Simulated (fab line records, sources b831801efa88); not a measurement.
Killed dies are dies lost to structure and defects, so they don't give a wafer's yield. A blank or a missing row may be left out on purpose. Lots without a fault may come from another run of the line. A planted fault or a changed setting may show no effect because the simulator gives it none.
Which tool did it? | flow gf180mcu | 14 lots, 42 wafers sampled, at 1 step of a route of 602

WHAT THE GAUGES READ, wafer by wafer
GF_LVPWELL_TW_MEAS_11.
lot  | measured    | on            | LVPWELL_TW
L612 | day 4 01:48 | film_metro-02 | 548 549 553
L613 | day 4 05:19 | film_metro-03 | 559 557 560
L614 | day 4 15:09 | film_metro-02 | 552 550 548
L615 | day 5 06:32 | film_metro-03 | 560 560 556
L617 | day 5 08:35 | film_metro-02 | 556 555 559
L621 | day 6 05:21 | film_metro-03 | 551 552 551
L626 | day 7 08:17 | film_metro-01 | 560 557 557
L628 | day 7 19:42 | film_metro-03 | 559 564 562
L629 | day 8 01:44 | film_metro-03 | 553 552 558
L630 | day 8 06:38 | film_metro-02 | 552 553 555
L631 | day 8 13:41 | film_metro-01 | 561 558 557
L632 | day 8 17:32 | film_metro-03 | 557 555 556
L633 | day 8 23:47 | film_metro-01 | 558 559 559
L634 | day 9 04:23 | film_metro-03 | 559 559 560

WHICH TOOL RAN EACH LOT (tool, then ch and the chambers of the sampled wafers, then the start)
The record holds no process step before these readings.

WHAT THE TOOLS THEMSELVES READ (means of the sampled wafers that have a number; where no wafer has one, the mark that the record gives instead)
The record holds no such reading with a usual standard deviation.

THE ANSWER, worked out from the rows above alone
Rule: what is usual is taken from the lots themselves. Put in order of their means at a reading, lots are off if they are a third of the lots or fewer, leave a main group of 4 or more, and stand apart from it by a gap of 3 or more times the standard deviation of the main group's means; of several such gaps the widest counts. A main group whose means are all the same, to the digits that the tables above print for the reading, isn't used. A lot without any number at a reading at which 4 lots or more have one is off too. The other lots that the step has rows for count as sound. The gauges are gone through in route order, then the tools' own readings, and for those a lot's mean is taken as printed above. The first step at which some lot is off is used, and at that step the reading that is off furthest; a lot without a number counts as furthest.
No lot is off at any reading shown: from this, nothing can be told.

WHAT THE SIMULATOR HAD PUT IN
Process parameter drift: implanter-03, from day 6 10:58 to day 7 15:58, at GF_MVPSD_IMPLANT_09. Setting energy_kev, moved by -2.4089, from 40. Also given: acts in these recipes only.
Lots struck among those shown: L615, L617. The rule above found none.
